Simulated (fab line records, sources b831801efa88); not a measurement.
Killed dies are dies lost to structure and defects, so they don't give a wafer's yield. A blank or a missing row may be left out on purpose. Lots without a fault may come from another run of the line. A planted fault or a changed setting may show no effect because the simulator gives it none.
Problem report in the 8D (eight disciplines) form, filled by code | flow sky130 | the parts of the form that need people (team, actions taken, sign-off) are left out

1. THE PROBLEM
beam_energy_keV at SKY_POLY_GATE_IMPLANT_02 reads a mean of 30.657 on 6 wafers of 2 lots; wafers without a fault read 29.999 with a standard deviation of 0.0094. That is +70 standard deviations from the usual mean.
First seen on wafer L716.3, day 17 08:59, on implanter-02. The record holds 33 wafers of 11 lots with a number at this step. Rule for "out", or "out of limits": more than 4 standard deviations from the usual mean. The other wafers with a number count as sound.

2. WHAT IT IS AND WHAT IT IS NOT
question                    | is                     | is not
which readings at this step | beam_energy_keV        | -
which lots                  | L716, L717             | L711, L718, L725, L726, L728, L730, L731, L732, L733
which wafers of those lots  | all that have a number | -
read on which tools         | implanter-02           | implanter-03, implanter-04
when                        | from day 17 08:59      | up to then (3 sound wafers); but 24 sound wafers of L718, L725, L726, L728, L730, L731, L732, L733 came after

3. SUSPECTS, AND WHAT RULES EACH OUT
Counting: a tool at a process step up to the reading stays a suspect if it ran every lot that is out and no sound lot after the first of them.
- implanter-02 at SKY_POLY_GATE_IMPLANT_02: ruled out as a lasting fault. Sound lots L726, L728, L731, L732 ran on it after its first lot that is out, L716 (day 17 08:59).
Left after counting: nothing in the record.

4. THE CAUSE (what the simulator had put in)
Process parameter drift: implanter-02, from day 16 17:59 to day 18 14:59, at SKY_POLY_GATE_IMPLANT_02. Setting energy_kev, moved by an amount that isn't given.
Counting ruled it out, wrongly.

5. THE CHAIN OF EFFECTS, in route order
Each row: a reading whose mean over the struck wafers that have a number lies more than 3 standard deviations from the usual. Only readings for which the record gives a usual standard deviation are gone through. hours: the time from each lot's start at the first step in this table that gives one to its start at this step, as a median over the lots. sigmas: the change in usual standard deviations.
hours | step                     | reading                  | usual   | on struck wafers | change | sigmas
0     | SKY_POLY_GATE_IMPLANT_02 | beam_energy_keV          | 29.999  | 30.657           | +0.659 | +70
0     | SKY_RES_PROTECT_STRIP_07 | strip_time_to_endpoint_s | 23.31 s | 23.49            | +0.18  | +5.1
The process steps in it:
- SKY_POLY_GATE_IMPLANT_02
- SKY_RES_PROTECT_STRIP_07: strips in O2/N2.
Later measuring or inspecting steps at which every struck wafer that the step has a row for has a number for every such reading, and none has moved that far: SKY_POLY_GATE_OVL_MEAS_14.

6. WHAT WOULD HAVE CAUGHT IT SOONER
In this record the first reading out of limits was taken at day 17 08:59, 15 hours after the fault began at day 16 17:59.
